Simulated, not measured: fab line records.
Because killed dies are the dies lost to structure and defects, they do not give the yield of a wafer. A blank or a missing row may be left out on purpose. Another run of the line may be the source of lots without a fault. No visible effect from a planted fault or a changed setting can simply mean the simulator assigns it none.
Which tool is to blame? :: flow gf180mcu :: 12 lots with 36 wafers sampled at 2 steps, on a route of 602 steps

## WHAT EACH GAUGE READ, for each wafer
GF_MIM_THK_MEAS_06.
lot: L075
measured: day 24 19:41
on: film metro-01
MIM_CVD_05_THK (nm): 42.3 41.9 42.5

lot: L077
measured: day 25 14:32
on: film metro-01
MIM_CVD_05_THK (nm): 41.6 42.2 42.9

lot: L079
measured: day 26 10:32
on: film metro-01
MIM_CVD_05_THK (nm): 41.6 41.4 41.9

lot: L081
measured: day 27 02:28
on: film metro-01
MIM_CVD_05_THK (nm): 42.3 43.0 42.8

lot: L083
measured: day 27 14:35
on: film metro-04
MIM_CVD_05_THK (nm): 42.1 42.5 42.7

lot: L085
measured: day 28 05:56
on: film metro-04
MIM_CVD_05_THK (nm): 41.9 41.5 41.8

lot: L087
measured: day 28 21:07
on: film metro-01
MIM_CVD_05_THK (nm): 42.0 41.3 42.6

lot: L089
measured: day 29 13:17
on: film metro-02
MIM_CVD_05_THK (nm): 42.0 42.0 42.4

lot: L091
measured: day 29 23:40
on: film metro-01
MIM_CVD_05_THK (nm): 42.6 41.7 42.9

lot: L093
measured: day 30 12:47
on: film metro-01
MIM_CVD_05_THK (nm): 41.8 42.2 42.6

lot: L095
measured: day 31 00:41
on: film metro-04
MIM_CVD_05_THK (nm): 41.6 42.0 42.6

lot: L097
measured: day 31 12:48
on: film metro-01
MIM_CVD_05_THK (nm): 42.4 42.4 42.9

## EACH LOT AND THE TOOL THAT RAN IT (in order: tool; ch and the chambers of the sampled wafers; start)
lot: L075
GF_V2_CMP_04: cmp-01 ch 0,1,2, day 19 14:40

lot: L077
GF_V2_CMP_04: cmp-01 ch 0,1,3, day 20 11:41

lot: L079
GF_V2_CMP_04: cmp-02 ch 1,2,3, day 21 10:16

lot: L081
GF_V2_CMP_04: cmp-02 ch 0,1, day 22 04:09

lot: L083
GF_V2_CMP_04: cmp-01 ch 2,3, day 22 18:43

lot: L085
GF_V2_CMP_04: cmp-02 ch 1,2, day 23 11:49

lot: L087
GF_V2_CMP_04: cmp-01 ch 0,1,2, day 24 04:01

lot: L089
GF_V2_CMP_04: cmp-02 ch 1,2,3, day 24 21:15

lot: L091
GF_V2_CMP_04: cmp-02 ch 0,3, day 25 08:53

lot: L093
GF_V2_CMP_04: cmp-02 ch 0,1, day 26 00:39

lot: L095
GF_V2_CMP_04: cmp-02 ch 1,2, day 26 15:04

lot: L097
GF_V2_CMP_04: cmp-01 ch 0,1, day 27 03:49
- GF_V2_CMP_04: polishes SiO2.

## THE ANSWER, worked out from the rows above alone
Rule: the lots themselves supply what counts as usual. Put in order of their means at a reading, lots are off if they are a third of the lots or fewer, leave a main group of 4 or more, and stand apart from it by a gap of 3 or more times the standard deviation of the main group's means; of several such gaps the widest counts. If all means in a main group match to the digits the tables above print for the reading, that group is not used. A lot without any number at a reading at which 4 lots or more have one is off too. The other lots that the step has rows for count as sound.
Nothing can be told from this: no lot is off at any reading shown.

## WHAT THE SIMULATOR PUT IN
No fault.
